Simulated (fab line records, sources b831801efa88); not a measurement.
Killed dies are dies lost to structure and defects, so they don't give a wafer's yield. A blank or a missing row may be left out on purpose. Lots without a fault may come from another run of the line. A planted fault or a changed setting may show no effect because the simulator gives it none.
Which tool did it? | flow gf180mcu | 6 lots, 18 wafers sampled, at 1 step of a route of 602

WHAT THE GAUGES READ, wafer by wafer
GF_CONTACT_THK_MEAS_03.
lot  | measured     | on            | CONTACT_CVD_02_THK (nm)
L283 | day 15 07:46 | film_metro-04 | 836 843 867
L285 | day 16 05:17 | film_metro-01 | 865 873 863
L289 | day 17 16:53 | film_metro-03 | 863 865 873
L293 | day 19 05:40 | film_metro-04 | 845 849 864
L302 | day 22 04:40 | film_metro-03 | 847 868 856
L304 | day 22 22:19 | film_metro-04 | 839 856 845

WHICH TOOL RAN EACH LOT (tool, then ch and the chambers of the sampled wafers, then the start)
The record holds no process step before these readings.

THE ANSWER, worked out from the rows above alone
Rule: what is usual is taken from the lots themselves. Put in order of their means at a reading, lots are off if they are a third of the lots or fewer, leave a main group of 4 or more, and stand apart from it by a gap of 3 or more times the standard deviation of the main group's means; of several such gaps the widest counts. A main group whose means are all the same, to the digits that the tables above print for the reading, isn't used. A lot without any number at a reading at which 4 lots or more have one is off too. The other lots that the step has rows for count as sound.
No lot is off at any reading shown: from this, nothing can be told.

WHAT THE SIMULATOR HAD PUT IN
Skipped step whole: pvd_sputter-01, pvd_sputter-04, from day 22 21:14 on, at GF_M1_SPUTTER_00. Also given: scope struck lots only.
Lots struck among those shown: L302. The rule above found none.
